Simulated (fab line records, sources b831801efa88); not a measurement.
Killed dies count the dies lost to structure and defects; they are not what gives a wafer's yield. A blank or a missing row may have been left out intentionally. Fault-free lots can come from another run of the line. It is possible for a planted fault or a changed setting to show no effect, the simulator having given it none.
fab line records | flow sfqLine | part 1 of 2: steps 1 to 29 of 41
record: lots: 5 | wafers: 15 | lastDay: 78
route steps=325 shown M7@285 I7@296 M8@311
lots that met no fault: from a run of the same line without faults
startH: hours from the record's opening day to when the first of the lot's shown wafers began | waitH: hours elapsed since this lot's preceding step | " the same as in the row above | L1.1+2: a single row standing in for several wafers | - no value, or no start given | * or withheld: withheld | < > ~ a bound
route shown NAME@n: names a module that has steps shown in the file, with the first one's number in the route | usual: mean/standard deviation of fault-free wafers | same: alike in all rows | chamber/n: place in a boat | sites: each site's reading | _std_site: how widely they spread, as a standard deviation | _edge_site: outer sites' mean less inner sites' | radiusMm: how far each site lies from the wafer's centre | mask NAME#n: copy n | behind: the most recent tool/chamber to have shaped the wafer | hold: the reason the lot was held/the length of the hold in hours/how it ended | device: which transistor (n, p or np) failed to switch | end of line: the route-end tests of the same wafers | a step given without rows: its recipe and nothing more | killed: dies lost to structure and defects at the first sort, not the wafer's yield | map: per-die view of a wafer (x killed, . not killed, _ where there is no die)
set.NAME: the setting that was run; set.NAME@STEP: the one run at that earlier step | model.NAME: the simulator's own value behind a step, which no gauge read
certain route steps with their lots: each step a table, each wafer a row
services: when a tool's chamber went out of use (startH, in hours from the record's first day, below 0 if earlier), for how many hours, and the reason
== steps ==
step: SFQ_TRILAYER_M7_LITHO_COAT_182
recipe: resist: BARC | spinRpm: 3000 | resistThkNm: 62
lot.wafer  | tool          | chamber | startH  | waitH
L074.3+4+5 | lithoTrack-04 | 0       | 1472.48 | 0.1
L075.1+4+5 | lithoTrack-01 | 0       | 1479.58 | 0.1
L084.1+2+5 | lithoTrack-01 | 0       | 1560.90 | 0.1
L086.1+4+5 | lithoTrack-01 | 0       | 1563.51 | 0.1
L097.1+2+5 | lithoTrack-04 | 0       | 1611.11 | 0.1
step: SFQ_TRILAYER_M7_LITHO_COAT_177
recipe: resist: KrF | spinRpm: 3000 | resistThkNm: 600
lot.wafer  | tool          | chamber | startH  | waitH
L074.3+4+5 | lithoTrack-04 | 0       | 1472.78 | 0.2
L075.1+4+5 | lithoTrack-01 | 0       | 1479.88 | 0.2
L084.1+2+5 | lithoTrack-01 | 0       | 1561.20 | 0.2
L086.1+4+5 | lithoTrack-01 | 0       | 1563.81 | 0.2
L097.1+2+5 | lithoTrack-04 | 0       | 1611.41 | 0.2
step: SFQ_TRILAYER_M7_LITHO_SOFTBAKE_181
recipe: tempC: withheld | timeS: withheld | resist: KrF
lot.wafer  | tool          | chamber | startH  | waitH
L074.3+4+5 | lithoTrack-04 | 0       | 1473.03 | 0.2
L075.1+4+5 | lithoTrack-01 | 0       | 1480.18 | 0.2
L084.1+2+5 | lithoTrack-01 | 0       | 1561.50 | 0.2
L086.1+4+5 | lithoTrack-01 | 0       | 1564.11 | 0.2
L097.1+2+5 | lithoTrack-04 | 0       | 1611.71 | 0.2
step: SFQ_TRILAYER_M7_LITHO_EXPOSE_178
recipe: maskId: M7 | na: 0.6 | sourceShape: conventional | sigmaOuter: 0.65 | targetCdNm: 500 | doseMj: 14.4
usual: stageVelMmS: 499.96/0.22
lot.wafer | tool          | chamber | startH  | waitH | mask | stageVelMmS
L074.3    | krfScanner-02 | 0       | 1475.13 | -     | M7#0 | 499.97
L074.4    | "             | 0       | "       | "     | M7#0 | 500.13
L074.5    | "             | 0       | "       | "     | M7#0 | 500.16
L075.1    | krfScanner-02 | 0       | 1481.93 | -     | M7#0 | 499.91
L075.4    | "             | 0       | "       | "     | M7#0 | 499.82
L075.5    | "             | 0       | "       | "     | M7#0 | 499.84
L084.1    | krfScanner-01 | 0       | 1657.53 | -     | M7#0 | 500.39
L084.2    | "             | 0       | "       | "     | M7#0 | 500.35
L084.5    | "             | 0       | "       | "     | M7#0 | 500.06
L086.1    | krfScanner-01 | 0       | 1659.93 | -     | M7#0 | 500.26
L086.4    | "             | 0       | "       | "     | M7#0 | 500.13
L086.5    | "             | 0       | "       | "     | M7#0 | 500.24
L097.1    | krfScanner-01 | 0       | 1703.41 | -     | M7#0 | 499.54
L097.2    | "             | 0       | "       | "     | M7#0 | 499.88
L097.5    | "             | 0       | "       | "     | M7#0 | 499.43
step: SFQ_TRILAYER_M7_LITHO_PEB_180
recipe: pebTempC: 115 | pebTimeS: 60 | resist: KrF
usual: plateTempC: 114.98/0.12
lot.wafer | tool          | chamber | startH  | waitH | plateTempC
L074.3    | lithoTrack-04 | 0       | 1475.98 | 0.7   | 115.19
L074.4    | "             | 0       | "       | "     | 115.10
L074.5    | "             | 0       | "       | "     | 115.11
L075.1    | lithoTrack-02 | 0       | 1483.13 | 1.0   | 114.98
L075.4    | "             | 0       | "       | "     | 114.76
L075.5    | "             | 0       | "       | "     | 115.09
L084.1    | lithoTrack-01 | 0       | 1658.73 | 1.0   | 114.92
L084.2    | "             | 0       | "       | "     | 115.18
L084.5    | "             | 0       | "       | "     | 114.94
L086.1    | lithoTrack-04 | 0       | 1661.13 | 1.0   | 114.72
L086.4    | "             | 0       | "       | "     | 114.83
L086.5    | "             | 0       | "       | "     | 114.90
L097.1    | lithoTrack-04 | 0       | 1704.61 | 1.0   | 115.01
L097.2    | "             | 0       | "       | "     | 115.04
L097.5    | "             | 0       | "       | "     | 114.96
step: SFQ_TRILAYER_M7_LITHO_DEVELOP_179
recipe: timeS: 60 | resist: KrF
lot.wafer  | tool          | chamber | startH  | waitH
L074.3+4+5 | lithoTrack-04 | 0       | 1476.13 | 0.1
L075.1+4+5 | lithoTrack-02 | 0       | 1483.28 | 0.1
L084.1+2+5 | lithoTrack-01 | 0       | 1658.88 | 0.1
L086.1+4+5 | lithoTrack-04 | 0       | 1661.28 | 0.1
L097.1+2+5 | lithoTrack-04 | 0       | 1704.76 | 0.1
step: SFQ_M7_OVL_MEAS_945
usual: M7_OVL: -1/5.3
lot.wafer | tool       | chamber | startH  | waitH | M7_OVL[nm]
L074.3    | overlay-01 | -       | 1476.24 | 0.1   | 2
L074.4    | "          | -       | "       | "     | -7
L074.5    | "          | -       | "       | "     | -7
L075.1    | overlay-01 | -       | 1483.43 | 0.1   | 3
L075.4    | "          | -       | "       | "     | 9
L075.5    | "          | -       | "       | "     | 6
L084.1    | overlay-02 | -       | 1659.03 | 0.1   | 9
L084.2    | "          | -       | "       | "     | 7
L084.5    | "          | -       | "       | "     | 9
L086.1    | overlay-02 | -       | 1661.43 | 0.1   | -1
L086.4    | "          | -       | "       | "     | 2
L086.5    | "          | -       | "       | "     | -11
L097.1    | overlay-01 | -       | 1704.91 | 0.1   | 0
L097.2    | "          | -       | "       | "     | 1
L097.5    | "          | -       | "       | "     | -2
step: SFQ_TRILAYER_M7_BARC_OPEN_METAL_ETCH_229
recipe: maskMaterial: PR | chemistry: O2 | targetDepthNm: 125 | target: BARC | icpW: 600 | biasW: 80 | pressureMtorr: 10 | timeS: 41.7
usual: drypumpMotorCurrentA: 5.94/0.29 | oesProductAu: 0.685/0.0047
lot.wafer | tool        | chamber | startH  | waitH | drypumpMotorCurrentA | oesProductAu | rfHoursCounterH
L074.3    | rieMetal-03 | 0       | 1476.30 | 0.1   | 5.90                 | 0.679        | -
L074.4    | "           | 0       | "       | "     | 5.91                 | 0.688        | -
L074.5    | "           | 0       | "       | "     | 5.94                 | 0.689        | -
L075.1    | rieMetal-04 | 1       | 1483.46 | 0.0   | 6.08                 | 0.684        | 113
L075.4    | "           | 0       | "       | "     | 5.82                 | 0.679        | -
L075.5    | "           | 1       | "       | "     | 6.06                 | 0.683        | -
L084.1    | rieMetal-03 | 0       | 1659.06 | 0.0   | 5.89                 | 0.689        | 123
L084.2    | "           | 1       | "       | "     | 6.59                 | 0.684        | 33
L084.5    | "           | 0       | "       | "     | 5.89                 | 0.682        | -
L086.1    | rieMetal-04 | 0       | 1661.46 | 0.0   | 5.85                 | 0.680        | 111
L086.4    | "           | 0       | "       | "     | 5.85                 | 0.681        | -
L086.5    | "           | 0       | "       | "     | 5.81                 | 0.677        | -
L097.1    | rieMetal-02 | 0       | 1704.95 | 0.0   | 5.55                 | 0.681        | 26
L097.2    | "           | 1       | "       | "     | 5.79                 | 0.680        | 121
L097.5    | "           | 0       | "       | "     | 5.55                 | 0.683        | -
step: SFQ_TRILAYER_M7_ETCH_METAL_ETCH_180
recipe: target: Nb | stopOn: SiO2 | maskMaterial: PR | chemistry: Cl2/Ar | targetDepthNm: 240 | icpW: 600 | biasW: 80 | pressureMtorr: 10 | timeS: 120
usual: drypumpMotorCurrentA: 5.94/0.29 | oesProductAu: 0.892/0.0092
lot.wafer | tool        | chamber | startH  | waitH | drypumpMotorCurrentA | oesProductAu | rfHoursCounterH
L074.3    | rieMetal-03 | 0       | 1476.47 | 0.1   | 5.88                 | 0.892        | -
L074.4    | "           | 0       | "       | "     | 5.91                 | 0.899        | -
L074.5    | "           | 0       | "       | "     | 5.90                 | 0.883        | -
L075.1    | rieMetal-04 | 1       | 1483.52 | 0.0   | 6.08                 | 0.897        | 113
L075.4    | "           | 0       | "       | "     | 5.82                 | 0.884        | -
L075.5    | "           | 1       | "       | "     | 6.07                 | 0.886        | -
L084.1    | rieMetal-03 | 0       | 1659.12 | 0.0   | 5.92                 | 0.876        | 123
L084.2    | "           | 1       | "       | "     | 6.55                 | 0.865        | 33
L084.5    | "           | 0       | "       | "     | 5.92                 | 0.878        | -
L086.1    | rieMetal-04 | 0       | 1661.52 | 0.0   | 5.84                 | 0.895        | 111
L086.4    | "           | 0       | "       | "     | 5.84                 | 0.885        | -
L086.5    | "           | 0       | "       | "     | 5.82                 | 0.893        | -
L097.1    | rieMetal-02 | 0       | 1705.01 | 0.0   | 5.57                 | 0.906        | 26
L097.2    | "           | 1       | "       | "     | 5.78                 | 0.888        | 121
L097.5    | "           | 0       | "       | "     | 5.56                 | 0.892        | -
step: SFQ_TRILAYER_M7_STRIP_STRIP_181
recipe: gas: O2 | powerW: 200 | platenTempC: 40 | overashFraction: 0.65 | chemistry: O2 | pressureMtorr: 50
usual: drypumpMotorCurrentA: 5.94/0.3 | oesProductAu: 0.991/0.012
lot.wafer | tool        | chamber | startH  | waitH | drypumpMotorCurrentA | oesProductAu | rfHoursCounterH
L074.3    | rieMetal-03 | 0       | 1477.03 | 0.5   | 5.91                 | 0.985        | -
L074.4    | "           | 0       | "       | "     | 5.90                 | 0.997        | -
L074.5    | "           | 0       | "       | "     | 5.91                 | 1.001        | -
L075.1    | rieMetal-04 | 1       | 1483.65 | 0.1   | 6.07                 | 0.975        | 113
L075.4    | "           | 0       | "       | "     | 5.83                 | 0.975        | -
L075.5    | "           | 1       | "       | "     | 6.06                 | 0.971        | -
L084.1    | rieMetal-03 | 0       | 1659.25 | 0.1   | 5.92                 | 0.995        | 124
L084.2    | "           | 1       | "       | "     | 6.62                 | 0.983        | 33
L084.5    | "           | 0       | "       | "     | 5.92                 | 0.995        | -
L086.1    | rieMetal-04 | 0       | 1661.65 | 0.1   | 5.85                 | 0.987        | 111
L086.4    | "           | 0       | "       | "     | 5.84                 | 0.993        | -
L086.5    | "           | 0       | "       | "     | 5.87                 | 0.985        | -
L097.1    | rieMetal-02 | 0       | 1705.14 | 0.1   | 5.57                 | 0.994        | 26
L097.2    | "           | 1       | "       | "     | 5.76                 | 1.009        | 122
L097.5    | "           | 0       | "       | "     | 5.56                 | 0.998        | -
step: SFQ_TRILAYER_M7_STRIP_SOLV_CLEAN_182
recipe: chemistry: NMP | tempC: 70 | timeS: 600
lot.wafer  | tool        | chamber | startH  | waitH
L074.3+4+5 | wetBench-03 | 7,6,3   | 1477.83 | 0.6
L075.1+4+5 | wetBench-04 | 1,6,3   | 1484.25 | 0.4
L084.1+2+5 | wetBench-02 | 7,2,0   | 1659.85 | 0.4
L086.1+4+5 | wetBench-02 | 4,2,7   | 1662.25 | 0.4
L097.1+2+5 | wetBench-04 | 4,3,5   | 1705.74 | 0.4
step: SFQ_TRILAYER_I7_DEP_PECVD_183
recipe: material: SiO2 | tempC: 150 | timeS: 111.11 | pressureTorr: 2.4 | rfW: 183.3 | precursor: SiH4/N2O | targetThkNm: 500
usual: heaterPowerOuterW: 25/6 | heaterPowerW: 77/12 | throttleValvePct: 25.5/1.4
lot.wafer | tool     | chamber | startH  | waitH | heaterPowerOuterW | heaterPowerW | throttleValvePct
L074.3    | pecvd-04 | 1       | 1478.01 | 0.0   | 29                | 75           | 24.2
L074.4    | "        | 2       | "       | "     | 32                | 95           | 26.4
L074.5    | "        | 1       | "       | "     | 30                | 76           | 24.2
L075.1    | pecvd-04 | 1       | 1484.42 | 0.0   | 31                | 80           | 23.9
L075.4    | "        | 1       | "       | "     | 21                | 66           | 24.1
L075.5    | "        | 2       | "       | "     | 32                | 97           | 26.1
L084.1    | pecvd-02 | 2       | 1660.02 | 0.0   | 27                | 70           | 25.8
L084.2    | "        | 0       | "       | "     | 19                | 59           | 24.3
L084.5    | "        | 2       | "       | "     | 17                | 57           | 26.2
L086.1    | pecvd-04 | 0       | 1662.42 | 0.0   | 25                | 80           | 26.2
L086.4    | "        | 2       | "       | "     | 29                | 93           | 27.0
L086.5    | "        | 1       | "       | "     | 21                | 65           | 24.2
L097.1    | pecvd-04 | 0       | 1705.91 | 0.0   | 34                | 90           | 26.9
L097.2    | "        | 1       | "       | "     | 31                | 78           | 24.4
L097.5    | "        | 2       | "       | "     | 28                | 88           | 27.3
step: SFQ_TRILAYER_I7_CMP_CMP_184
recipe: material: SiO2 | downForcePsi: 3 | platenRpm: 60 | padVelocityMS: 0.94248
usual: motorCurrentA: 10.6/1 | timeToEndpointS: 212/7.8
lot.wafer | tool   | chamber | startH  | waitH | motorCurrentA | timeToEndpointS
L074.3    | cmp-02 | 1       | 1509.96 | 31.9  | 9.5           | 200
L074.4    | "      | 3       | 1510.96 | 32.9  | 11.3          | 202
L074.5    | "      | 1       | 1511.96 | 33.9  | 9.4           | 206
L075.4    | cmp-02 | 0       | 1515.46 | 31.0  | 10.1          | 214
L075.1    | "      | 2       | 1516.46 | 32.0  | 9.5           | 214
L075.5    | "      | 0       | 1517.46 | 33.0  | 10.1          | 215
L084.1    | cmp-02 | 2       | 1661.10 | 1.0   | 9.7           | 205
L084.2    | "      | 3       | "       | "     | 11.0          | 205
L084.5    | "      | 1       | 1662.60 | 2.5   | 8.8           | 210
L086.4    | cmp-02 | 0       | 1663.10 | 0.6   | 10.0          | 214
L086.1    | "      | 2       | 1664.10 | 1.6   | 9.5           | 210
L086.5    | "      | 1       | 1665.60 | 3.1   | 9.5           | 210
L097.2    | cmp-01 | 2       | 1707.04 | 1.1   | 10.3          | 203
L097.1    | "      | 3       | "       | "     | 10.9          | 206
L097.5    | "      | 0       | "       | "     | 10.6          | 215
step: SFQ_I7_BOW_MEAS_946
recipe: mode: bow
usual: I7_BOW: 9/12
lot.wafer | tool         | chamber | startH  | waitH | I7_BOW[um]
L074.3    | filmMetro-01 | -       | 1512.50 | 2.0   | 6
L074.4    | "            | -       | "       | "     | 17
L074.5    | "            | -       | "       | "     | 7
L075.1    | filmMetro-02 | -       | 1518.46 | 1.5   | 14
L075.4    | "            | -       | "       | "     | 13
L075.5    | "            | -       | "       | "     | 8
L084.1    | filmMetro-02 | -       | 1663.10 | 1.5   | 14
L084.2    | "            | -       | "       | "     | 19
L084.5    | "            | -       | "       | "     | 4
L086.1    | filmMetro-03 | -       | 1666.10 | 1.5   | -20
L086.4    | "            | -       | "       | "     | -17
L086.5    | "            | -       | "       | "     | -13
L097.1    | filmMetro-03 | -       | 1709.04 | 1.0   | -16
L097.2    | "            | -       | "       | "     | -12
L097.5    | "            | -       | "       | "     | -14
step: SFQ_TRILAYER_I7_METRO_MEASURE_185
usual: thkNm: 199.8/1.2
lot.wafer | tool         | chamber | startH  | waitH | thkNm
L074.3    | filmMetro-01 | -       | 1512.98 | 0.5   | 199.8
L074.4    | "            | -       | "       | "     | 197.1
L074.5    | "            | -       | "       | "     | 197.8
L075.1    | filmMetro-02 | -       | 1518.58 | 0.1   | 199.3
L075.4    | "            | -       | "       | "     | 199.1
L075.5    | "            | -       | "       | "     | 199.5
L084.1    | filmMetro-02 | -       | 1663.22 | 0.1   | 199.9
L084.2    | "            | -       | "       | "     | 198.0
L084.5    | "            | -       | "       | "     | 198.6
L086.1    | filmMetro-03 | -       | 1666.22 | 0.1   | 198.0
L086.4    | "            | -       | "       | "     | 198.5
L086.5    | "            | -       | "       | "     | 197.4
L097.1    | filmMetro-03 | -       | 1709.16 | 0.1   | 200.5
L097.2    | "            | -       | "       | "     | 199.5
L097.5    | "            | -       | "       | "     | 200.4
step: SFQ_TRILAYER_I7_VIA_LITHO_COAT_192
recipe: resist: BARC | spinRpm: 3000 | resistThkNm: 62
lot.wafer  | tool          | chamber | startH  | waitH
L074.3+4+5 | lithoTrack-03 | 0       | 1513.88 | 0.7
L075.1+4+5 | lithoTrack-03 | 0       | 1519.78 | 1.0
L084.1+2+5 | lithoTrack-03 | 0       | 1664.42 | 1.0
L086.1+4+5 | lithoTrack-03 | 0       | 1667.42 | 1.0
L097.1+2+5 | lithoTrack-04 | 0       | 1710.36 | 1.0
step: SFQ_TRILAYER_I7_VIA_LITHO_COAT_187
recipe: resist: KrF | spinRpm: 3000 | resistThkNm: 650
lot.wafer  | tool          | chamber | startH  | waitH
L074.3+4+5 | lithoTrack-03 | 0       | 1514.18 | 0.2
L075.1+4+5 | lithoTrack-03 | 0       | 1520.08 | 0.2
L084.1+2+5 | lithoTrack-03 | 0       | 1664.72 | 0.2
L086.1+4+5 | lithoTrack-03 | 0       | 1667.72 | 0.2
L097.1+2+5 | lithoTrack-04 | 0       | 1710.66 | 0.2
step: SFQ_TRILAYER_I7_VIA_LITHO_SOFTBAKE_191
recipe: tempC: withheld | timeS: withheld | resist: KrF
lot.wafer  | tool          | chamber | startH  | waitH
L074.3+4+5 | lithoTrack-03 | 0       | 1514.43 | 0.2
L075.1+4+5 | lithoTrack-03 | 0       | 1520.38 | 0.2
L084.1+2+5 | lithoTrack-03 | 0       | 1665.02 | 0.2
L086.1+4+5 | lithoTrack-03 | 0       | 1668.02 | 0.2
L097.1+2+5 | lithoTrack-04 | 0       | 1710.96 | 0.2
step: SFQ_TRILAYER_I7_VIA_LITHO_EXPOSE_188
recipe: maskId: I7 | na: 0.6 | sourceShape: conventional | sigmaOuter: 0.65 | targetCdNm: 1000 | doseMj: 21.3
usual: stageVelMmS: 499.97/0.25
lot.wafer | tool          | chamber | startH  | waitH | mask | stageVelMmS
L074.3    | krfScanner-01 | 0       | 1605.14 | -     | I7#0 | 500.01
L074.4    | "             | 0       | "       | "     | I7#0 | 499.88
L074.5    | "             | 0       | "       | "     | I7#0 | 500.04
L075.1    | krfScanner-02 | 0       | 1610.91 | -     | I7#0 | 500.22
L075.4    | "             | 0       | "       | "     | I7#0 | 499.98
L075.5    | "             | 0       | "       | "     | I7#0 | 500.03
L084.1    | krfScanner-01 | 0       | 1752.86 | -     | I7#0 | 500.02
L084.2    | "             | 0       | "       | "     | I7#0 | 499.94
L084.5    | "             | 0       | "       | "     | I7#0 | 499.89
L086.1    | krfScanner-01 | 0       | 1757.66 | -     | I7#0 | 500.09
L086.4    | "             | 0       | "       | "     | I7#0 | 500.32
L086.5    | "             | 0       | "       | "     | I7#0 | 499.80
L097.1    | krfScanner-01 | 0       | 1793.71 | -     | I7#0 | 500.00
L097.2    | "             | 0       | "       | "     | I7#0 | 499.77
L097.5    | "             | 0       | "       | "     | I7#0 | 499.93
step: SFQ_TRILAYER_I7_VIA_LITHO_PEB_190
recipe: pebTempC: 115 | pebTimeS: 60 | resist: KrF
usual: plateTempC: 114.99/0.15
lot.wafer | tool          | chamber | startH  | waitH | plateTempC
L074.3    | lithoTrack-03 | 0       | 1605.99 | 0.7   | 114.83
L074.4    | "             | 0       | "       | "     | 114.84
L074.5    | "             | 0       | "       | "     | 114.98
L075.1    | lithoTrack-01 | 0       | 1612.11 | 1.0   | 114.82
L075.4    | "             | 0       | "       | "     | 114.89
L075.5    | "             | 0       | "       | "     | 114.89
L084.1    | lithoTrack-01 | 0       | 1754.06 | 1.0   | 115.09
L084.2    | "             | 0       | "       | "     | 115.03
L084.5    | "             | 0       | "       | "     | 115.00
L086.1    | lithoTrack-04 | 0       | 1758.86 | 1.0   | 115.16
L086.4    | "             | 0       | "       | "     | 114.98
L086.5    | "             | 0       | "       | "     | 115.01
L097.1    | lithoTrack-04 | 0       | 1794.91 | 1.0   | 115.23
L097.2    | "             | 0       | "       | "     | 115.44
L097.5    | "             | 0       | "       | "     | 115.22
step: SFQ_TRILAYER_I7_VIA_LITHO_DEVELOP_189
recipe: timeS: 60 | resist: KrF
lot.wafer  | tool          | chamber | startH  | waitH
L074.3+4+5 | lithoTrack-03 | 0       | 1606.14 | 0.1
L075.1+4+5 | lithoTrack-01 | 0       | 1612.26 | 0.1
L084.1+2+5 | lithoTrack-01 | 0       | 1754.21 | 0.1
L086.1+4+5 | lithoTrack-04 | 0       | 1759.01 | 0.1
L097.1+2+5 | lithoTrack-04 | 0       | 1795.06 | 0.1
step: SFQ_I7_OVL_MEAS_947
usual: I7_OVL: 3/6.8
lot.wafer | tool       | chamber | startH  | waitH | I7_OVL[nm]
L074.3    | overlay-01 | -       | 1606.25 | 0.1   | -3
L074.4    | "          | -       | "       | "     | 1
L074.5    | "          | -       | "       | "     | -1
L075.1    | overlay-02 | -       | 1612.41 | 0.1   | 13
L075.4    | "          | -       | "       | "     | 7
L075.5    | "          | -       | "       | "     | 3
L084.1    | overlay-02 | -       | 1754.36 | 0.1   | -11
L084.2    | "          | -       | "       | "     | 3
L084.5    | "          | -       | "       | "     | 1
L086.1    | overlay-01 | -       | 1759.16 | 0.1   | -7
L086.4    | "          | -       | "       | "     | -5
L086.5    | "          | -       | "       | "     | -3
L097.1    | overlay-02 | -       | 1795.21 | 0.1   | -5
L097.2    | "          | -       | "       | "     | -4
L097.5    | "          | -       | "       | "     | -4
step: SFQ_TRILAYER_I7_VIA_BARC_OPEN_VIA_ETCH_260
recipe: maskMaterial: PR | chemistry: O2 | targetDepthNm: 125 | target: BARC | sourceW: 500 | biasW: 80 | pressureMtorr: 30 | timeS: 41.7
usual: drypumpMotorCurrentA: 5.9/0.56 | oesProductAu: 0.685/0.0045
lot.wafer | tool       | chamber | startH  | waitH | drypumpMotorCurrentA | oesProductAu | rfHoursCounterH
L074.3    | rieDiel-01 | 2       | 1606.28 | 0.0   | 6.3                  | 0.683        | 20
L074.4    | "          | 1       | "       | "     | 6.0                  | 0.690        | 20
L074.5    | "          | 1       | "       | "     | 6.0                  | 0.680        | -
L075.1    | rieDiel-03 | 1       | 1612.44 | 0.0   | 6.4                  | 0.683        | 15
L075.4    | "          | 3       | "       | "     | 4.9                  | 0.680        | 20
L075.5    | "          | 3       | "       | "     | 4.9                  | 0.680        | -
L084.1    | rieDiel-01 | 1       | 1754.40 | 0.0   | 6.0                  | 0.685        | 21
L084.2    | "          | 2       | "       | "     | 6.3                  | 0.680        | 22
L084.5    | "          | 2       | "       | "     | 6.3                  | 0.692        | -
L086.1    | rieDiel-01 | 2       | 1759.20 | 0.0   | 6.3                  | 0.698        | 22
L086.4    | "          | 3       | "       | "     | 5.9                  | 0.690        | 16
L086.5    | "          | 1       | "       | "     | 6.0                  | 0.684        | -
L097.1    | rieDiel-01 | 0       | 1795.24 | 0.0   | 4.9                  | 0.679        | 16
L097.2    | "          | 2       | "       | "     | 6.3                  | 0.682        | 22
L097.5    | "          | 1       | "       | "     | 6.0                  | 0.680        | -
step: SFQ_TRILAYER_I7_VIA_ETCH_VIA_ETCH_190
recipe: target: SiO2 | stopOn: Nb | maskMaterial: PR | taperDeg: 20 | chemistry: CHF3 | targetDepthNm: 260 | sourceW: 500 | biasW: 80 | pressureMtorr: 30 | timeS: withheld
usual: drypumpMotorCurrentA: 5.9/0.56 | oesProductAu: 0.854/0.0058
lot.wafer | tool       | chamber | startH  | waitH | drypumpMotorCurrentA | oesProductAu
L074.3    | rieDiel-01 | 2       | 1606.32 | 0.0   | 6.3                  | 0.848
L074.4    | "          | 1       | "       | "     | 6.0                  | 0.845
L074.5    | "          | 1       | "       | "     | 6.0                  | 0.851
L075.1    | rieDiel-03 | 1       | 1612.48 | 0.0   | 6.4                  | 0.845
L075.4    | "          | 3       | "       | "     | 4.9                  | 0.849
L075.5    | "          | 3       | "       | "     | 4.9                  | 0.857
L084.1    | rieDiel-01 | 1       | 1754.44 | 0.0   | 6.0                  | 0.849
L084.2    | "          | 2       | "       | "     | 6.2                  | 0.853
L084.5    | "          | 2       | "       | "     | 6.2                  | 0.849
L086.1    | rieDiel-01 | 2       | 1759.24 | 0.0   | 6.3                  | 0.844
L086.4    | "          | 3       | "       | "     | 5.9                  | 0.856
L086.5    | "          | 1       | "       | "     | 6.0                  | 0.848
L097.1    | rieDiel-01 | 0       | 1795.28 | 0.0   | 4.9                  | 0.863
L097.2    | "          | 2       | "       | "     | 6.3                  | 0.853
L097.5    | "          | 1       | "       | "     | 6.0                  | 0.853
step: SFQ_TRILAYER_I7_VIA_STRIP_STRIP_191
recipe: gas: O2 | powerW: 200 | platenTempC: 40 | overashFraction: 0.65 | chemistry: O2 | pressureMtorr: 50
usual: drypumpMotorCurrentA: 6.15/0.21 | oesProductAu: 0.989/0.011
lot.wafer | tool        | chamber | startH  | waitH | drypumpMotorCurrentA | oesProductAu | rfHoursCounterH
L074.3    | rieMetal-04 | 1       | 1606.63 | -     | 6.07                 | 0.976        | -
L074.4    | "           | 0       | "       | "     | 5.87                 | 0.987        | -
L074.5    | "           | 0       | "       | "     | 5.84                 | 0.992        | -
L075.1    | rieMetal-01 | 1       | 1612.59 | -     | 6.32                 | 0.994        | 82
L075.4    | "           | 0       | "       | "     | 6.17                 | 0.994        | -
L075.5    | "           | 1       | "       | "     | 6.33                 | 1.008        | -
L084.1    | rieMetal-04 | 1       | 1754.55 | -     | 6.08                 | 0.972        | 146
L084.2    | "           | 0       | "       | "     | 5.87                 | 0.968        | 122
L084.5    | "           | 0       | "       | "     | 5.82                 | 0.972        | -
L086.1    | rieMetal-04 | 1       | 1759.35 | -     | 6.07                 | 0.975        | 147
L086.4    | "           | 0       | "       | "     | 5.84                 | 0.974        | -
L086.5    | "           | 1       | "       | "     | 6.08                 | 0.983        | -
L097.1    | rieMetal-01 | 1       | 1795.40 | -     | 6.28                 | 0.993        | 101
L097.2    | "           | 0       | "       | "     | 6.18                 | 0.983        | 122
L097.5    | "           | 1       | "       | "     | 6.32                 | 0.997        | -
step: SFQ_TRILAYER_I7_VIA_STRIP_SOLV_CLEAN_192
recipe: chemistry: NMP | tempC: 70 | timeS: 600
lot.wafer  | tool        | chamber | startH  | waitH
L074.3+4+5 | wetBench-04 | 5,2,3   | 1607.03 | 0.2
L075.1+4+5 | wetBench-04 | 3,2,6   | 1613.19 | 0.4
L084.1+2+5 | wetBench-04 | 3,5,2   | 1755.15 | 0.4
L086.1+4+5 | wetBench-04 | 7,5,0   | 1759.95 | 0.4
L097.1+2+5 | wetBench-01 | 2,1,7   | 1796.00 | 0.4
step: SFQ_TRILAYER_M8_LITHO_LOR_COAT_197
recipe: resist: lift-off | spinRpm: 3000
lot.wafer  | tool          | chamber | startH  | waitH
L074.3+4+5 | lithoTrack-01 | 0       | 1607.31 | 0.1
L075.1+4+5 | lithoTrack-02 | 0       | 1613.37 | 0.0
L084.1+2+5 | lithoTrack-03 | 0       | 1755.33 | 0.0
L086.1+4+5 | lithoTrack-03 | 0       | 1760.13 | 0.0
L097.1+2+5 | lithoTrack-03 | 0       | 1796.17 | 0.0
step: SFQ_TRILAYER_M8_LITHO_LOR_BAKE_198
recipe: resist: lift-off | tempC: withheld | timeS: withheld
lot.wafer  | tool          | chamber | startH  | waitH
L074.3+4+5 | lithoTrack-01 | 0       | 1607.69 | 0.3
L075.1+4+5 | lithoTrack-02 | 0       | 1613.67 | 0.2
L084.1+2+5 | lithoTrack-03 | 0       | 1755.63 | 0.2
L086.1+4+5 | lithoTrack-03 | 0       | 1760.43 | 0.2
L097.1+2+5 | lithoTrack-03 | 0       | 1796.47 | 0.2
step: SFQ_TRILAYER_M8_LITHO_COAT_193
recipe: resist: KrF | spinRpm: 3000 | resistThkNm: 600
lot.wafer  | tool          | chamber | startH | waitH
L074.3+4+5 | lithoTrack-01 | 0       | -      | -
L075.1+4+5 | lithoTrack-02 | 0       | -      | -
L084.1+2+5 | lithoTrack-03 | 0       | -      | -
L086.1+4+5 | lithoTrack-03 | 0       | -      | -
L097.1+2+5 | lithoTrack-03 | 0       | -      | -
